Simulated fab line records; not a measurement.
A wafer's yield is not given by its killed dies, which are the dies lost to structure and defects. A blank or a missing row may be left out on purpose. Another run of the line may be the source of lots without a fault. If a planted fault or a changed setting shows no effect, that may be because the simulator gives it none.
fab line records + flow sky130
record:
- lots: 12
- wafers: 36
- last-day: 49
route steps=708 shown METAL4@632 VIA4@660 PASSIVATION@682 PAD_OPEN@708
lots that met no fault: taken from a fault-free run of the same line
start-h: hours from the record's first day to the start of the lot's first wafer shown + wait-h: hours since the lot's step before + " same as the row above + L1.1+2: a single row standing in for several wafers + - value missing, or start not given + * or withheld: withheld + < > ~ a bound
route shown NAME@n: NAME is a module with steps in the file, n the number in the route of the first one + usual: mean and standard deviation over wafers with no fault + same: alike in all rows + chamber/n: place in a boat + sites: readings site by site + _std_site: the standard deviation of these + _edge_site: inner sites' mean taken away from outer sites' mean + radius-mm: for every site, how far away it sits from the centre of the wafer + mask NAME#n: copy n + behind: the last tool/chamber to shape the wafer + hold: what put the lot on hold/how long, in hours/how the hold closed + device: whichever transistor did not switch (one of n, p or np) + end of line: the tests these same wafers got at the end of their route + a step with no rows: only its recipe + killed: not the wafer's yield, but the dies lost to structure and defects at the first sort + map: shows each die of a wafer: x if killed, . if not, _ if none is there
set.NAME: the setting as run; set.NAME@STEP: as run at that earlier step + model.NAME: the simulator's own value behind a step, which no gauge read
route steps across a sampled set of lots; one table per step, one row per wafer
services: from which hour (start-h, from the record's first day; less than 0 if before it) a tool's chamber was out of use, for how many hours, and why
== steps ==
step: SKY_METAL4_ETCH_16
recipe:
- chemistry: N2/H2
- target: BARC
- ion-energy-ev: 200
- bias-w: 100
- pressure-mtorr: 30
- n2-flow-sccm: 100
- h2-flow-sccm: 200
- icp-w: 500
- stop-on: SiO2
- time-s: 88.2
- target-depth-a: 600
usual:
- drypump-motor-current-A: 5.9/0.35
- oes-product-au: 0.625/0.0044
- throttle-valve-pct: 13.205/0.0095
| lot.wafer | tool         | chamber | start-h | wait-h | drypump-motor-current-A | oes-product-au | rf-hours-counter-h | throttle-valve-pct |
|-----------|--------------|---------|---------|--------|-------------------------|----------------|--------------------|--------------------|
| L151.1    | rie-metal-02 | 1       | 981.60  | 0.0    | 6.0                     | 0.629          | 14                 | 13.192             |
| L151.2    | "            | 0       | "       | "      | 5.7                     | 0.627          | 8                  | 13.221             |
| L151.6    | "            | 0       | "       | "      | 5.7                     | 0.621          | -                  | 13.210             |
| L152.1    | rie-metal-03 | 1       | 982.55  | 0.0    | 5.7                     | 0.625          | 8                  | 13.197             |
| L152.2    | "            | 0       | "       | "      | 5.8                     | 0.628          | 16                 | 13.214             |
| L152.6    | "            | 0       | "       | "      | 5.7                     | 0.620          | -                  | 13.211             |
| L153.1    | rie-metal-04 | 1       | 986.81  | 0.0    | 6.7                     | 0.629          | 2                  | 13.198             |
| L153.3    | "            | 0       | "       | "      | 5.9                     | 0.625          | -                  | 13.206             |
| L153.5    | "            | 1       | "       | "      | 6.7                     | 0.622          | -                  | 13.215             |
| L155.1    | rie-metal-04 | 0       | 988.66  | 0.0    | 5.9                     | 0.630          | 15                 | 13.190             |
| L155.3    | "            | 1       | "       | "      | 6.8                     | 0.624          | -                  | 13.204             |
| L155.5    | "            | 0       | "       | "      | 5.9                     | 0.625          | -                  | 13.195             |
| L163.1    | rie-metal-04 | 1       | 1050.96 | 0.0    | 6.8                     | 0.631          | 7                  | 13.201             |
| L163.2    | "            | 0       | "       | "      | 5.9                     | 0.621          | 19                 | 13.197             |
| L163.6    | "            | 1       | "       | "      | 6.7                     | 0.628          | -                  | 13.190             |
| L164.1    | rie-metal-03 | 0       | 1059.75 | 0.0    | 5.8                     | 0.623          | 20                 | 13.200             |
| L164.5    | "            | 1       | "       | "      | 5.7                     | 0.621          | -                  | 13.213             |
| L164.6    | "            | 0       | "       | "      | 5.7                     | 0.623          | -                  | 13.201             |
| L165.2    | rie-metal-02 | 0       | 1068.64 | 0.0    | 5.6                     | 0.627          | 13                 | 13.203             |
| L165.4    | "            | 1       | "       | "      | 6.0                     | 0.628          | -                  | 13.204             |
| L165.5    | "            | 0       | "       | "      | 5.7                     | 0.626          | -                  | 13.200             |
| L168.2    | rie-metal-04 | 1       | 1090.94 | 0.0    | 6.7                     | 0.622          | 9                  | 13.199             |
| L168.3    | "            | 0       | "       | "      | 5.9                     | 0.628          | -                  | 13.214             |
| L168.6    | "            | 1       | "       | "      | 6.8                     | 0.627          | -                  | 13.189             |
| L167.4    | rie-metal-03 | 1       | 1091.39 | 0.0    | 5.7                     | 0.623          | -                  | 13.194             |
| L167.5    | "            | 0       | "       | "      | 5.7                     | 0.621          | -                  | 13.196             |
| L167.6    | "            | 1       | "       | "      | 5.8                     | 0.624          | -                  | 13.195             |
| L169.1    | rie-metal-03 | 0       | 1091.71 | 0.0    | 5.7                     | 0.624          | 23                 | 13.204             |
| L169.2    | "            | 1       | "       | "      | 5.8                     | 0.634          | 15                 | 13.207             |
| L169.6    | "            | 1       | "       | "      | 5.8                     | 0.624          | -                  | 13.193             |
| L170.1    | rie-metal-04 | 0       | 1094.85 | 0.0    | 5.9                     | 0.624          | 23                 | 13.210             |
| L170.4    | "            | 0       | "       | "      | 5.9                     | 0.620          | -                  | 13.198             |
| L170.5    | "            | 1       | "       | "      | 6.8                     | 0.625          | -                  | 13.192             |
| L172.1    | rie-metal-02 | 0       | 1108.40 | 0.0    | 5.7                     | 0.624          | 15                 | 13.200             |
| L172.5    | "            | 0       | "       | "      | 5.7                     | 0.625          | -                  | 13.214             |
| L172.6    | "            | 1       | "       | "      | 6.0                     | 0.631          | -                  | 13.196             |
step: SKY_METAL4_ETCH_17
recipe:
- target: SiO2
- stop-on: TiN
- chemistry: C4F8/O2/Ar
- source-w: 1500
- bias-w: 1200
- pressure-mtorr: 40
- c4f8-flow-sccm: withheld
- O2_flow_sccm: 6
- Ar_flow_sccm: 300
- time-s: 3.9
- target-depth-a: 150
usual:
- oes-product-au: 0.752/0.0079
| lot.wafer | tool        | chamber | start-h | wait-h | oes-product-au | rf-hours-counter-h |
|-----------|-------------|---------|---------|--------|----------------|--------------------|
| L151.1    | rie-diel-03 | 0       | 981.70  | 0.1    | 0.756          | 13                 |
| L151.2    | "           | 3       | "       | "      | 0.761          | 10                 |
| L151.6    | "           | 3       | "       | "      | 0.754          | -                  |
| L152.1    | rie-diel-02 | 1       | 982.65  | 0.1    | 0.738          | 14                 |
| L152.2    | "           | 3       | "       | "      | 0.748          | 5                  |
| L152.6    | "           | 1       | "       | "      | 0.756          | -                  |
| L153.1    | rie-diel-04 | 1       | 986.91  | 0.1    | 0.735          | 2                  |
| L153.3    | "           | 2       | "       | "      | 0.744          | 16                 |
| L153.5    | "           | 2       | "       | "      | 0.750          | -                  |
| L155.1    | rie-diel-02 | 1       | 988.76  | 0.1    | 0.756          | 14                 |
| L155.3    | "           | 0       | "       | "      | 0.753          | 3                  |
| L155.5    | "           | 0       | "       | "      | 0.755          | -                  |
| L163.1    | rie-diel-02 | 2       | 1051.06 | 0.1    | 0.751          | 15                 |
| L163.2    | "           | 3       | "       | "      | 0.748          | 7                  |
| L163.6    | "           | 0       | "       | "      | 0.757          | -                  |
| L164.1    | rie-diel-02 | 0       | 1059.85 | 0.1    | 0.755          | 6                  |
| L164.5    | "           | 0       | "       | "      | 0.745          | -                  |
| L164.6    | "           | 3       | "       | "      | 0.745          | -                  |
| L165.2    | rie-diel-03 | 0       | 1068.74 | 0.1    | 0.742          | 16                 |
| L165.4    | "           | 1       | "       | "      | 0.759          | 8                  |
| L165.5    | "           | 1       | "       | "      | 0.763          | -                  |
| L168.2    | rie-diel-03 | 0       | 1091.04 | 0.1    | 0.749          | 17                 |
| L168.3    | "           | 2       | "       | "      | 0.752          | 27                 |
| L168.6    | "           | 1       | "       | "      | 0.751          | -                  |
| L167.4    | rie-diel-02 | 3       | 1091.46 | 0.0    | 0.742          | 8                  |
| L167.5    | "           | 0       | "       | "      | 0.747          | -                  |
| L167.6    | "           | 1       | "       | "      | 0.748          | -                  |
| L169.1    | rie-diel-04 | 1       | 1091.81 | 0.1    | 0.742          | 6                  |
| L169.2    | "           | 2       | "       | "      | 0.745          | 20                 |
| L169.6    | "           | 1       | "       | "      | 0.755          | -                  |
| L170.1    | rie-diel-02 | 3       | 1094.95 | 0.1    | 0.752          | 8                  |
| L170.4    | "           | 1       | "       | "      | 0.766          | 17                 |
| L170.5    | "           | 2       | "       | "      | 0.758          | -                  |
| L172.1    | rie-diel-03 | 2       | 1108.50 | 0.1    | 0.746          | 28                 |
| L172.5    | "           | 2       | "       | "      | 0.750          | -                  |
| L172.6    | "           | 3       | "       | "      | 0.745          | -                  |
step: SKY_VIA4_CMP_21
recipe:
- stop-on: SiO2
- t-overpolish-s: 25
- down-force-psi: 3.5
- platen-rpm: 60
- target-thk-nm: 0
- pad-velocity-m-s: 0.94248
usual:
- edge-zone-pressure-frac: 1.000/0.0051
- head-pressure-psi: 3.500/0.0071
- motor-current-A: 11.6/1.1
- overpolish-run-s: 25.001/0.0094
- time-to-endpoint-s: 125/4.8
| lot.wafer | tool   | chamber | start-h | wait-h | edge-zone-pressure-frac | head-pressure-psi | motor-current-A | overpolish-run-s | time-to-endpoint-s |
|-----------|--------|---------|---------|--------|-------------------------|-------------------|-----------------|------------------|--------------------|
| L151.1    | cmp-01 | 3       | 1007.21 | 0.1    | 0.985                   | 3.497             | 10.8            | 25.004           | 131                |
| L151.2    | "      | 2       | "       | "      | 0.996                   | 3.501             | 12.8            | 25.014           | 127                |
| L151.6    | "      | 3       | "       | "      | 0.994                   | 3.508             | 10.7            | 25.006           | 133                |
| L152.1    | cmp-01 | 0       | 1009.15 | 0.1    | 1.008                   | 3.510             | 9.9             | 24.995           | 129                |
| L152.2    | "      | 3       | "       | "      | 0.992                   | 3.507             | 11.0            | 25.012           | 134                |
| L152.6    | "      | 0       | "       | "      | 0.997                   | 3.501             | 9.6             | 25.008           | 129                |
| L153.1    | cmp-01 | 0       | 1013.31 | 0.1    | 1.003                   | 3.505             | 10.2            | 25.011           | 129                |
| L153.3    | "      | 1       | "       | "      | 0.997                   | 3.516             | 11.2            | 24.992           | 124                |
| L153.5    | "      | 2       | "       | "      | 1.003                   | 3.512             | 12.6            | 25.007           | 126                |
| L155.1    | cmp-01 | 3       | 1015.02 | 0.1    | 0.999                   | 3.497             | 11.5            | 25.000           | 126                |
| L155.3    | "      | 0       | "       | "      | 0.998                   | 3.494             | 9.5             | 25.003           | 121                |
| L155.5    | "      | 2       | "       | "      | 0.997                   | 3.497             | 13.0            | 24.997           | 120                |
| L163.1    | cmp-01 | 1       | 1074.18 | 0.1    | -                       | -                 | -               | -                | -                  |
| L163.2    | "      | 2       | "       | "      | -                       | -                 | -               | -                | -                  |
| L163.6    | "      | 3       | "       | "      | -                       | -                 | -               | -                | -                  |
| L164.1    | cmp-01 | 2       | 1083.66 | 0.1    | -                       | -                 | -               | -                | -                  |
| L164.6    | "      | 1       | "       | "      | -                       | -                 | -               | -                | -                  |
| L164.5    | "      | 2       | "       | "      | -                       | -                 | -               | -                | -                  |
| L165.2    | cmp-01 | 0       | 1092.40 | 0.1    | -                       | -                 | -               | -                | -                  |
| L165.4    | "      | 2       | "       | "      | -                       | -                 | -               | -                | -                  |
| L165.5    | "      | 1       | "       | "      | -                       | -                 | -               | -                | -                  |
| L168.2    | cmp-01 | 1       | 1112.98 | 0.1    | 1.004                   | 3.502             | 11.4            | 24.997           | 125                |
| L168.3    | "      | 2       | "       | "      | 0.996                   | 3.500             | 13.3            | 24.996           | 128                |
| L168.6    | "      | 1       | "       | "      | 1.010                   | 3.507             | 11.8            | 25.017           | 126                |
| L169.2    | cmp-02 | 3       | 1114.53 | 0.3    | 0.994                   | 3.495             | 13.2            | 25.004           | 127                |
| L169.1    | "      | 0       | "       | "      | 0.997                   | 3.505             | 11.4            | 24.996           | 123                |
| L169.6    | "      | 1       | "       | "      | 1.004                   | 3.490             | 12.4            | 25.000           | 123                |
| L167.4    | cmp-01 | 2       | 1114.55 | 0.3    | 0.998                   | 3.515             | 12.8            | 24.993           | 125                |
| L167.6    | "      | 3       | "       | "      | 0.996                   | 3.505             | 10.9            | 24.997           | 127                |
| L167.5    | "      | 0       | "       | "      | 0.994                   | 3.501             | 10.3            | 25.007           | 128                |
| L170.4    | cmp-01 | 2       | 1117.45 | 0.0    | 0.998                   | 3.498             | 13.2            | 25.016           | 128                |
| L170.1    | "      | 3       | "       | "      | 0.999                   | 3.504             | 11.3            | 25.003           | 131                |
| L170.5    | "      | 3       | "       | "      | 0.997                   | 3.514             | 10.8            | 24.989           | 131                |
| L172.1    | cmp-02 | 3       | 1129.67 | 0.2    | 0.994                   | 3.493             | 13.1            | 24.989           | 132                |
| L172.6    | "      | 0       | "       | "      | 0.992                   | 3.496             | 11.6            | 25.010           | 122                |
| L172.5    | "      | 1       | "       | "      | 1.002                   | 3.513             | 11.8            | 25.004           | 118                |
step: SKY_PASSIVATION_THK_MEAS_01
recipe:
- reads: SiO2_of_PASSIVATION_CVD_00
usual:
- PASSIVATION_CVD_00_THK: 89.8/1.2
| lot.wafer | tool          | chamber | start-h | wait-h | PASSIVATION_CVD_00_THK[nm] |
|-----------|---------------|---------|---------|--------|----------------------------|
| L151.1    | film-metro-02 | -       | 1031.25 | -      | 88.6                       |
| L151.2    | "             | -       | "       | "      | 88.7                       |
| L151.6    | "             | -       | "       | "      | 89.2                       |
| L152.1    | film-metro-02 | -       | 1032.95 | -      | 87.5                       |
| L152.2    | "             | -       | "       | "      | 89.4                       |
| L152.6    | "             | -       | "       | "      | 90.0                       |
| L153.1    | film-metro-03 | -       | 1037.89 | -      | 90.1                       |
| L153.3    | "             | -       | "       | "      | 90.7                       |
| L153.5    | "             | -       | "       | "      | 90.3                       |
| L155.1    | film-metro-01 | -       | 1038.51 | -      | 89.5                       |
| L155.3    | "             | -       | "       | "      | 91.5                       |
| L155.5    | "             | -       | "       | "      | 90.5                       |
| L168.2    | film-metro-02 | -       | 1133.50 | -      | 89.3                       |
| L168.3    | "             | -       | "       | "      | 88.2                       |
| L168.6    | "             | -       | "       | "      | 91.0                       |
| L169.1    | film-metro-03 | -       | 1134.95 | -      | 88.3                       |
| L169.2    | "             | -       | "       | "      | 88.8                       |
| L169.6    | "             | -       | "       | "      | 90.0                       |
| L167.4    | film-metro-02 | -       | 1135.17 | -      | 89.3                       |
| L167.5    | "             | -       | "       | "      | 90.6                       |
| L167.6    | "             | -       | "       | "      | 90.8                       |
| L170.1    | film-metro-03 | -       | 1137.10 | -      | 88.7                       |
| L170.4    | "             | -       | "       | "      | 90.4                       |
| L170.5    | "             | -       | "       | "      | 90.6                       |
| L172.1    | film-metro-01 | -       | 1148.95 | -      | 89.8                       |
| L172.5    | "             | -       | "       | "      | 92.0                       |
| L172.6    | "             | -       | "       | "      | 91.8                       |
step: SKY_PAD_OPEN_PROBE_99
usual:
- defect-limited-yield: 82.6/2
- killed_at_M0_to_M3: 43/7.1
- killed_at_M4_up: 3.0/1.9
- killed-at-contacts: 24/5
- killed-at-front-end: 15/4.3
- killed-at-other: 0.3/0.5
- killed-dies: 85/9.6
- killed-on-rim: 17/4.3
- killed-open: 46/7.1
- killed-short: 39/6.8
- sort_bin_3_pad_short: 0.9/0.42
- sort_bin_5_function: 10.2/1.4
- sort_bin_6_memory: 6.3/1.2
- sort-n-pass: 407/9.6
- sort-yield-pct: 82.6/2
same:
- gross-dies: 492
- killed-at-back-side: 0
- sort_bin_4_leakage[%]: 0
- sort_bin_8_speed[%]: 0
| lot.wafer | tool      | chamber | start-h | wait-h | defect-limited-yield[%] | killed_at_M0_to_M3 | killed_at_M4_up | killed-at-contacts | killed-at-front-end | killed-at-other | killed-dies | killed-on-rim | killed-open | killed-short | sort_bin_3_pad_short[%] | sort_bin_5_function[%] | sort_bin_6_memory[%] | sort-n-pass | sort-yield-pct[%] |
|-----------|-----------|---------|---------|--------|-------------------------|--------------------|-----------------|--------------------|---------------------|-----------------|-------------|---------------|-------------|--------------|-------------------------|------------------------|----------------------|-------------|-------------------|
| L151.1    | prober-02 | -       | 1076.81 | 0.1    | 78.0                    | 63                 | 5               | 27                 | 12                  | 1               | 108         | 23            | 57          | 51           | 1.6                     | 10.8                   | 9.6                  | 384         | 78.0              |
| L151.2    | prober-02 | -       | 1076.86 | 0.1    | 83.3                    | 41                 | 3               | 24                 | 14                  | 0               | 82          | 16            | 44          | 38           | 0.4                     | 8.3                    | 7.9                  | 410         | 83.3              |
| L151.6    | prober-02 | -       | 1077.06 | 0.2    | 81.9                    | 42                 | 3               | 31                 | 13                  | 0               | 89          | 13            | 56          | 33           | 0.6                     | 10.4                   | 7.1                  | 403         | 81.9              |
| L152.1    | prober-01 | -       | 1077.92 | 0.1    | 81.3                    | 47                 | 1               | 25                 | 19                  | 0               | 92          | 23            | 53          | 39           | 0.4                     | 10.8                   | 7.5                  | 400         | 81.3              |
| L152.2    | prober-01 | -       | 1077.97 | 0.1    | 81.7                    | 36                 | 2               | 33                 | 19                  | 0               | 90          | 25            | 50          | 40           | 0.8                     | 11.0                   | 6.5                  | 402         | 81.7              |
| L152.6    | prober-01 | -       | 1078.17 | 0.2    | 83.5                    | 42                 | 1               | 24                 | 14                  | 0               | 81          | 19            | 48          | 33           | 1.0                     | 11.2                   | 4.3                  | 411         | 83.5              |
| L163.1    | prober-02 | -       | 1137.47 | 0.1    | 0                       | 36                 | 421             | 16                 | 19                  | 0               | 492         | 96            | 41          | 33           | 85.6                    | 10.2                   | 4.3                  | 0           | 0                 |
| L163.2    | prober-02 | -       | 1137.52 | 0.1    | 0                       | 43                 | 409             | 25                 | 14                  | 1               | 492         | 96            | 42          | 41           | 83.9                    | 11.2                   | 4.9                  | 0           | 0                 |
| L163.6    | prober-02 | -       | 1137.72 | 0.2    | 0                       | 54                 | 388             | 31                 | 19                  | 0               | 492         | 96            | 61          | 47           | 79.3                    | 13.8                   | 6.9                  | 0           | 0                 |
| L164.1    | prober-01 | -       | 1144.98 | 0.1    | 0                       | 37                 | 410             | 26                 | 19                  | 0               | 492         | 96            | 43          | 41           | 83.9                    | 11.0                   | 5.1                  | 0           | 0                 |
| L164.5    | prober-01 | -       | 1145.18 | 0.2    | 0                       | 49                 | 405             | 25                 | 13                  | 0               | 492         | 96            | 48          | 42           | 83.5                    | 10.4                   | 6.1                  | 0           | 0                 |
| L164.6    | prober-01 | -       | 1145.23 | 0.2    | 0                       | 61                 | 383             | 33                 | 13                  | 2               | 492         | 96            | 59          | 52           | 78.5                    | 12.6                   | 8.9                  | 0           | 0                 |
| L165.2    | prober-01 | -       | 1152.98 | 0.1    | 0                       | 42                 | 407             | 25                 | 18                  | 0               | 492         | 96            | 58          | 30           | 82.7                    | 10.2                   | 7.1                  | 0           | 0                 |
| L165.4    | prober-01 | -       | 1153.08 | 0.2    | 0                       | 41                 | 401             | 25                 | 25                  | 0               | 492         | 96            | 55          | 41           | 81.9                    | 11.4                   | 6.7                  | 0           | 0                 |
| L165.5    | prober-01 | -       | 1153.13 | 0.2    | 0                       | 38                 | 420             | 26                 | 8                   | 0               | 492         | 96            | 39          | 38           | 85.0                    | 8.7                    | 6.3                  | 0           | 0                 |
| L169.1    | prober-02 | -       | 1172.10 | 0.1    | 80.1                    | 50                 | 3               | 21                 | 24                  | 0               | 98          | 20            | 53          | 45           | 1.8                     | 9.3                    | 8.7                  | 394         | 80.1              |
| L169.2    | prober-02 | -       | 1172.15 | 0.1    | 83.1                    | 36                 | 5               | 23                 | 19                  | 0               | 83          | 11            | 44          | 39           | 1.2                     | 10.2                   | 5.5                  | 409         | 83.1              |
| L169.6    | prober-02 | -       | 1172.35 | 0.2    | 85.2                    | 34                 | 4               | 21                 | 14                  | 0               | 73          | 13            | 55          | 18           | 0.4                     | 8.9                    | 5.5                  | 419         | 85.2              |
| L167.4    | prober-01 | -       | 1172.64 | 0.2    | 85.2                    | 40                 | 1               | 21                 | 11                  | 0               | 73          | 8             | 48          | 25           | 0.2                     | 7.7                    | 6.9                  | 419         | 85.2              |
| L167.5    | prober-01 | -       | 1172.69 | 0.2    | 82.5                    | 43                 | 4               | 27                 | 12                  | 0               | 86          | 19            | 48          | 38           | 1.2                     | 10.6                   | 5.7                  | 406         | 82.5              |
| L167.6    | prober-01 | -       | 1172.74 | 0.2    | 84.6                    | 31                 | 3               | 27                 | 15                  | 0               | 76          | 17            | 36          | 40           | 0.8                     | 9.6                    | 5.1                  | 416         | 84.6              |
killed by level:class
L151.1 VIA1:geometric-particle:open=18 CONTACT:geometric-particle:open=10 VIA3:geometric-particle:open=9 CONTACT:geometric-particle:short=8 VIA1:geometric-particle:short=8 LI_CONTACT:geometric-particle:open=7 METAL1:geometric-particle:short=7 VIA2:geometric-particle:open=7
L151.2 VIA3:geometric-particle:open=9 METAL2:geometric-particle:short=8 LI_CONTACT:geometric-particle:open=8 VIA1:geometric-particle:open=7 CONTACT:geometric-particle:open=6 CONTACT:geometric-particle:short=6 POLY_GATE:geometric-particle:short=5 VIA2:geometric-particle:open=4
L151.6 CONTACT:geometric-particle:open=15 VIA1:geometric-particle:open=10 LI_CONTACT:geometric-particle:open=6 METAL2:geometric-particle:short=6 VIA3:geometric-particle:open=6 FIELD_ISO:geometric-particle:open=5 CONTACT:geometric-particle:short=5 POLY_GATE:geometric-particle:open=4
L152.1 CONTACT:geometric-particle:open=12 VIA1:geometric-particle:open=10 VIA3:geometric-particle:open=8 LI_CONTACT:geometric-particle:open=7 METAL2:geometric-particle:short=7 FIELD_ISO:geometric-particle:open=6 VIA2:geometric-particle:open=6 POLY_GATE:geometric-particle:short=5
L152.2 LI_CONTACT:geometric-particle:open=12 CONTACT:geometric-particle:open=8 VIA3:geometric-particle:open=8 VIA1:geometric-particle:short=7 VIA1:geometric-particle:open=6 FIELD_ISO:geometric-particle:open=5 POLY_GATE:geometric-particle:short=5 CONTACT:geometric-particle:short=5
L152.6 VIA1:geometric-particle:open=14 CONTACT:geometric-particle:open=10 CONTACT:geometric-particle:short=6 VIA3:geometric-particle:open=5 POLY_GATE:geometric-particle:short=4 METAL1:geometric-particle:short=4 VIA1:geometric-particle:short=4 VIA2:geometric-particle:open=4
L163.1 VIA4:area-cmp=418 VIA1:geometric-particle:open=14 CONTACT:geometric-particle:open=7 METAL2:geometric-particle:short=6 FIELD_ISO:geometric-particle:short=5 POLY_GATE:geometric-particle:short=5 LOCAL_INTERCONNECT:geometric-particle:short=5 VIA3:geometric-particle:open=5
L163.2 VIA4:area-cmp=409 VIA1:geometric-particle:open=10 CONTACT:geometric-particle:open=8 METAL2:geometric-particle:short=8 FIELD_ISO:geometric-particle:short=6 LOCAL_INTERCONNECT:geometric-particle:short=5 METAL1:geometric-particle:short=5 FIELD_ISO:geometric-particle:open=4
L163.6 VIA4:area-cmp=384 CONTACT:geometric-particle:open=16 VIA2:geometric-particle:open=11 VIA3:geometric-particle:open=10 METAL1:geometric-particle:short=8 VIA1:geometric-particle:open=7 METAL2:geometric-particle:short=5 POLY_GATE:geometric-particle:short=4
L164.1 VIA4:area-cmp=408 CONTACT:geometric-particle:open=8 VIA3:geometric-particle:open=8 CONTACT:geometric-particle:short=7 METAL2:geometric-particle:short=6 LI_CONTACT:geometric-particle:open=6 METAL1:geometric-particle:short=6 FIELD_ISO:geometric-particle:short=5
L164.5 VIA4:area-cmp=402 METAL1:geometric-particle:short=11 LI_CONTACT:geometric-particle:open=9 CONTACT:geometric-particle:open=9 VIA1:geometric-particle:open=7 VIA3:geometric-particle:open=6 METAL2:geometric-particle:short=6 VIA3:geometric-particle:short=5
L164.6 VIA4:area-cmp=381 VIA1:geometric-particle:open=20 CONTACT:geometric-particle:short=10 METAL1:geometric-particle:short=10 LI_CONTACT:geometric-particle:open=8 CONTACT:geometric-particle:open=8 VIA2:geometric-particle:open=6 METAL2:geometric-particle:short=6
L165.2 VIA4:area-cmp=404 CONTACT:geometric-particle:open=12 VIA1:geometric-particle:open=11 VIA3:geometric-particle:open=9 LI_CONTACT:geometric-particle:open=7 METAL1:geometric-particle:short=6 FIELD_ISO:geometric-particle:short=5 VIA1:geometric-particle:short=4
L165.4 VIA4:area-cmp=396 CONTACT:geometric-particle:open=13 FIELD_ISO:geometric-particle:open=10 METAL2:geometric-particle:short=9 VIA3:geometric-particle:open=7 POLY_GATE:geometric-particle:open=5 FIELD_ISO:geometric-particle:short=4 LI_CONTACT:geometric-particle:short=4
L165.5 VIA4:area-cmp=415 CONTACT:geometric-particle:open=9 VIA2:geometric-particle:open=8 VIA3:geometric-particle:open=8 CONTACT:geometric-particle:short=7 METAL2:geometric-particle:short=6 VIA1:geometric-particle:open=5 LI_CONTACT:geometric-particle:open=4
L169.1 VIA1:geometric-particle:open=10 FIELD_ISO:geometric-particle:open=8 VIA3:geometric-particle:open=7 CONTACT:geometric-particle:open=7 METAL1:geometric-particle:short=7 VIA1:geometric-particle:short=7 VIA2:geometric-particle:open=6 POLY_GATE:geometric-particle:open=5
L169.2 VIA2:geometric-particle:open=7 FIELD_ISO:geometric-particle:open=6 CONTACT:geometric-particle:open=6 LI_CONTACT:geometric-particle:short=5 CONTACT:geometric-particle:short=5 LOCAL_INTERCONNECT:geometric-particle:short=5 POLY_GATE:geometric-particle:open=4 METAL2:geometric-particle:open=4
L169.6 CONTACT:geometric-particle:open=11 VIA3:geometric-particle:open=8 VIA1:geometric-particle:open=8 VIA2:geometric-particle:open=8 LI_CONTACT:geometric-particle:open=6 FIELD_ISO:geometric-particle:open=5 POLY_GATE:geometric-particle:short=5 POLY_GATE:geometric-particle:open=2
L167.4 VIA1:geometric-particle:open=10 CONTACT:geometric-particle:open=7 VIA3:geometric-particle:open=7 FIELD_ISO:geometric-particle:open=6 LI_CONTACT:geometric-particle:open=5 LOCAL_INTERCONNECT:geometric-particle:short=4 CONTACT:geometric-particle:short=4 METAL1:geometric-particle:open=4
L167.5 VIA2:geometric-particle:open=11 LI_CONTACT:geometric-particle:open=8 VIA1:geometric-particle:open=8 CONTACT:geometric-particle:open=7 METAL2:geometric-particle:short=6 CONTACT:geometric-particle:short=5 FIELD_ISO:geometric-particle:open=4 POLY_GATE:geometric-particle:short=4
L167.6 CONTACT:geometric-particle:open=11 METAL2:geometric-particle:short=6 LOCAL_INTERCONNECT:geometric-particle:short=5 VIA1:geometric-particle:open=5 FIELD_ISO:geometric-particle:open=4 LI_CONTACT:geometric-particle:open=4 CONTACT:geometric-particle:short=4 METAL1:geometric-particle:short=4
== services ==
| tool         | chamber | start-h | hours | kind                           |
|--------------|---------|---------|-------|--------------------------------|
| rie-diel-04  | -       | 961.99  | 1.0   | repair                         |
| rie-diel-02  | 2       | 967.40  | 1.6   | repair                         |
| rie-metal-03 | -       | 980.54  | 1.4   | pm                             |
| cmp-02       | -       | 984.77  | 1.3   | repair                         |
| rie-diel-02  | -       | 1035.33 | 1.6   | repair                         |
| rie-diel-04  | 0       | 1038.97 | 2.7   | repair                         |
| cmp-02       | -       | 1047.81 | 0.7   | repair                         |
| rie-diel-03  | 3       | 1056.95 | 7.9   | repair                         |
| rie-metal-02 | -       | 1070.45 | 14.6  | pm                             |
| rie-diel-02  | -       | 1072.22 | 6.1   | repair                         |
| rie-diel-03  | 3       | 1082.09 | 18.3  | repair                         |
| cmp-01       | -       | 1084.43 | 4.0   | pm                             |
| cmp-01       | -       | 1088.43 | -     | consumable-replace:conditioner |
| cmp-01       | -       | 1088.43 | -     | consumable-replace:pad         |
| rie-diel-03  | -       | 1093.53 | 1.4   | repair                         |
| rie-diel-04  | -       | 1093.69 | 0.4   | repair                         |
| cmp-02       | -       | 1127.17 | 0.7   | repair                         |
== key ==
first-sign:
- step: SKY_VIA4_CMP_21
- reading: tool-record
- direction: missing
effect:
- step: SKY_PAD_OPEN_PROBE_99
- reading: killed_at_M4_up
- direction: up
- sigmas: 99+
- usual: 3.0
- struck: 404.9
more-kills-born-at:
- SKY_VIA4_CMP_21@cmp-01: 3617
met-at SKY_VIA4_CMP_21
struck-lots L163,L164,L165
later-rows-left-out L163.1,L163.2,L163.6,L164.1,L164.5,L164.6,L165.2,L165.4,L165.5
not-acting-at SKY_METAL4_ETCH_16,SKY_METAL4_ETCH_17,SKY_PASSIVATION_THK_MEAS_01
onset-between 1015.02 1074.18
fault:
- kind: skipped-step-whole
- tool: cmp-01
- chamber: -
- onset-h: 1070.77
- steps: SKY_VIA4_CMP_21
- scope: struck-lots-only
later-rows-left-out: the simulator's readings of these wafers behind a module that went badly wrong aren't trusted and aren't shown, but for the sort
